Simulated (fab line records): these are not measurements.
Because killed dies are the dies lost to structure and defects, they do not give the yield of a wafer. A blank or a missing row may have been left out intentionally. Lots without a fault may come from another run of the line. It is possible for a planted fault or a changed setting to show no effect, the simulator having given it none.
The tool behind it: which one? ; flow gf180mcu ; 39 wafers from 13 lots sampled at 5 of the route's 602 steps

## WHAT THE GAUGES SHOWED, per wafer
GF_V2_BOW_MEAS_05. Usual: V2_BOW 100 um, standard deviation 7.5.
lot;measured;on;V2_BOW (um);flag
L966;day 19 00:43;film-metro-02;92 92 96;
L967;day 19 04:22;film-metro-04;106 104 106;
L968;day 19 17:43;film-metro-03;108 94 100;
L970;day 20 14:39;film-metro-03;106 102 104;
L971;day 21 00:22;film-metro-04;97 102 100;
L972;day 21 12:14;film-metro-02;93 105 101;
L974;day 22 08:42;film-metro-02;86 91 83;
L977;day 23 14:11;film-metro-03;107 92 94;
L978;day 23 21:59;film-metro-03;99 96 96;
L980;day 24 14:02;film-metro-04;111 106 108;
L981;day 25 01:10;film-metro-04;82 96 101;
L982;day 25 05:03;film-metro-04;104 93 100;
L986;day 26 09:59;film-metro-04;107 88 101;

GF_V2_OVL_MEAS_15. Usual: V2_OVL 1 nm, standard deviation 4.8.
lot;measured;on;V2_OVL (nm);flag
L966;day 20 00:43;overlay-01;-6 -1 -9;
L967;day 20 04:35;overlay-02;-6 -3 4;
L968;day 20 17:50;overlay-02;6 0 5;
L970;day 21 14:26;overlay-01;2 7 0;
L971;day 21 23:43;overlay-02;-3 -1 -4;
L972;day 22 11:44;overlay-01;-7 4 -3;
L974;day 23 08:15;overlay-01;3 3 1;
L977;day 24 13:08;overlay-02;5 7 0;
L978;day 24 20:19;overlay-01;1 0 3;
L980;day 25 10:40;overlay-01;-3 -9 -6;
L981;day 25 22:49;overlay-01;-4 2 -7;
L982;day 26 01:53;overlay-02;3 7 -1;
L986;day 27 05:37;overlay-01;10 3 8;

GF_M3_OVL_MEAS_15. Usual: M3_OVL -5 nm, standard deviation 6.9.
lot;measured;on;M3_OVL (nm);flag
L966;day 21 02:07;overlay-02;-11 -10 -2;
L967;day 21 06:35;overlay-02;5 2 -7;
L968;day 21 19:10;overlay-02;-7 -4 -10;
L970;day 22 15:02;overlay-01;-10 -12 -13;
L971;day 23 00:20;overlay-02;5 4 -1;
L972;day 23 11:52;overlay-02;4 -2 5;
L974;day 24 08:12;overlay-02;-2 0 -6;
L977;day 25 12:22;overlay-02;0 0 4;
L978;day 25 22:14;overlay-02;-2 -13 -10;
L980;day 26 09:04;overlay-02;-12 -17 -6;
L981;day 26 21:04;overlay-01;-5 -16 -12;
L982;day 27 00:13;overlay-01;-13 -11 -6;
L986;day 28 02:53;overlay-02;-8 2 -6;

GF_V3_THK_MEAS_01. Usual: V3_CVD_00_THK 599 nm, standard deviation 6.8.
lot;measured;on;V3_CVD_00_THK (nm);flag
L966;day 21 02:54;film-metro-01;594 595 597;
L967;day 21 07:22;film-metro-01;598 593 597;
L968;day 21 19:59;film-metro-01;591 599 602;
L970;day 22 15:49;film-metro-03;614 604 605;
L971;day 23 01:07;film-metro-03;604 610 613;
L972;day 23 12:44;film-metro-02;593 596 589;
L974;day 24 09:07;film-metro-01;590 596 590;
L977;day 25 13:16;film-metro-01;602 593 594;
L978;day 25 23:07;film-metro-01;604 602 597;
L980;day 26 10:07;film-metro-02;897 587 607;OFF
L981;day 26 22:07;film-metro-02;608 598 597;
L982;day 27 01:01;film-metro-03;887 592 888;OFF
L986;day 28 05:05;film-metro-02;601 608 602;

## TOOL THAT RAN EACH LOT (tool first, then ch and the chambers of the sampled wafers, then the start)
lot;GF_V3_CVD_00
L966;hdpcvd-01 ch 0,1, day 21 02:50
L967;hdpcvd-01 ch 0,1,2, day 21 07:18
L968;hdpcvd-02 ch 1,2, day 21 19:54
L970;hdpcvd-02 ch 0,2, day 22 15:44
L971;hdpcvd-02 ch 0,1, day 23 01:02
L972;hdpcvd-01 ch 0,1, day 23 12:40
L974;hdpcvd-02 ch 0,1, day 24 09:01
L977;hdpcvd-01 ch 1,2, day 25 13:11
L978;hdpcvd-02 ch 0,1,2, day 25 23:02
L980;hdpcvd-02 ch 0,1,2, day 26 10:02
L981;hdpcvd-01 ch 0,1, day 26 22:02
L982;hdpcvd-02 ch 0,1, day 27 00:56
L986;hdpcvd-01 ch 1,2, day 28 05:01
- GF_V3_CVD_00: deposits SiO2, target thk 600 nm, time 100 s.

## AS READ BY THE TOOLS THEMSELVES (means over the sampled wafers that have a number; for cases with no such wafer, the mark the record gives instead)
GF_V3_CVD_00. Usual: sih4-flow-sccm reads 60.00 sccm (standard deviation 0.18).
lot;tool;sih4-flow-sccm (sccm);flag
L966;hdpcvd-01;59.94;
L967;hdpcvd-01;59.99;
L968;hdpcvd-02;59.96;
L970;hdpcvd-02;59.84;
L971;hdpcvd-02;59.96;
L972;hdpcvd-01;59.95;
L974;hdpcvd-02;60.07;
L977;hdpcvd-01;60.04;
L978;hdpcvd-02;60.06;
L980;hdpcvd-02;69.87;OFF
L981;hdpcvd-01;60.01;
L982;hdpcvd-02;80.02;OFF
L986;hdpcvd-01;59.91;

## THE ANSWER, worked out from the rows above alone
Rule: lot off if the mean of its wafers having a number is beyond 3 standard deviations from the usual mean. Also off: a lot with no number at a reading for which 4 or more lots have one. Where the step has rows for the other lots, those lots are counted as sound. After the gauges, taken in route order, come the tools' own readings; for these a lot's mean is taken, as printed above. At the first step where some lot is off, the reading lying furthest off is the one used; lots without a number count as furthest.
Off: L980, L982, at GF_V3_THK_MEAS_01 (V3_CVD_00_THK).
If a tool, at a process step before that reading, ran all the lots that are off and no sound lot after the first of them, it fits. Not tried: the gauges at GF_V3_THK_MEAS_01; whatever is off there is also off at GF_V3_CVD_00, on other tools, and gauge error can't account for it. One candidate fits, namely hdpcvd-02 at GF_V3_CVD_00. Its last sound lot is L978 (day 25 23:02), its first lot that is off L980 (day 26 10:02): a fault that began between those two fits.
The tool's own readings at GF_V3_CVD_00 bear it out: on the lots that are off they differ by more than 5 times the standard deviation of the sound lots' means. sih4-flow-sccm reads 74.94 sccm there against 59.98 sccm on the sound lots.

## WHAT THE SIMULATOR HAD INSERTED
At GF_V3_CVD_00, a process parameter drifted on hdpcvd-02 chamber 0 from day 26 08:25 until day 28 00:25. Setting sih4-flow-sccm, moved by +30, from 60. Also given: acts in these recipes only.
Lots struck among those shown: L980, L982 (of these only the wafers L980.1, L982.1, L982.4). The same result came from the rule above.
